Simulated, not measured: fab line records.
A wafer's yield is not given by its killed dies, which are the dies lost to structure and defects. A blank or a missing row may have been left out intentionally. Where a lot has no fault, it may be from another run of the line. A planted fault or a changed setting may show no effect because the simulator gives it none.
2 desks, one fault -- flow gf180mcu -- each desk has only its own numbers; what lay behind them comes last

METROLOGY DESK
What the gauges read, lot by lot, whatever tool the lot ran on: means of the sampled wafers that have a number. If a lot's mean is further than 4 standard deviations from the usual mean, the lot is out of limits and carries the mark OUT (the distance appears in the brackets).
Columns: A = V4_CVD_00_THK at GF_V4_THK_MEAS_01, usual 600 nm; B = cd_nm at GF_V4_CD_MEAS_14, usual 259.5 nm
lot,first seen here,A,B
L877,day 23 15:55,603,259.3
L878,day 24 01:02,600,258.7
L880,day 24 14:06,599,259.5
L881,day 24 18:22,602,259.6
L882,day 25 02:09,602,262.5
L883,day 25 06:53,605,259.7
L884,day 26 00:55,605,260.0
L885,day 26 09:28,608,259.2
L886,day 26 14:28,600,259.1
L888,day 27 04:25,604,259.9
L893,day 28 19:04,390 (-33) OUT,259.9
L897,day 29 17:59,599,260.5
This desk's finding: out of limits on L893; first on L893, day 28 19:04 (V4_CVD_00_THK at GF_V4_THK_MEAS_01). In limits: L877, L878, L880, L881, L882, L883, L884, L885, L886, L888, L897.

DESK OF THE TOOL OWNER: hdpcvd-01
The tool's own readings at GF_V4_CVD_00 (deposits SiO2, target thk 600 nm, time 100 s): means of the sampled wafers that have a number, for each lot that ran on this tool. If a lot's mean is further than 4 standard deviations from the usual mean, the lot is out of limits and carries the mark OUT (the distance appears in the brackets).
Columns: A = sih4_flow_sccm at GF_V4_CVD_00, usual 60.01 sccm
lot,first seen here,A
L880,day 24 14:01,60.03
L883,day 25 06:48,60.02
L884,day 26 00:50,60.16
L886,day 26 14:23,59.93
L888,day 27 04:20,60.30
L893,day 28 18:59,39.99 (-99 or more) OUT
This desk finds L893 out of limits, L893 being first, at day 28 18:59 (sih4_flow_sccm at GF_V4_CVD_00). In limits: L880, L883, L884, L886, L888.

PUT TOGETHER
On L893, at day 28 18:59, an alarm was possible from the tool owner's desk.
L893 would have let the metrology desk raise an alarm at day 28 19:04.
The lots listed all ran GF_V4_CVD_00 on hdpcvd-01.

WHAT HAD BEEN PUT IN BY THE SIMULATOR
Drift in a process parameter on hdpcvd-01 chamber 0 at GF_V4_CVD_00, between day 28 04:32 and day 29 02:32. Setting sih4_flow_sccm, moved by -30, from 60. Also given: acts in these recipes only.
Struck lots among those shown: L893.
Hours from the fault's start to each desk's first reading out of limits: the tool owner's desk, 14; the metrology desk, 15.
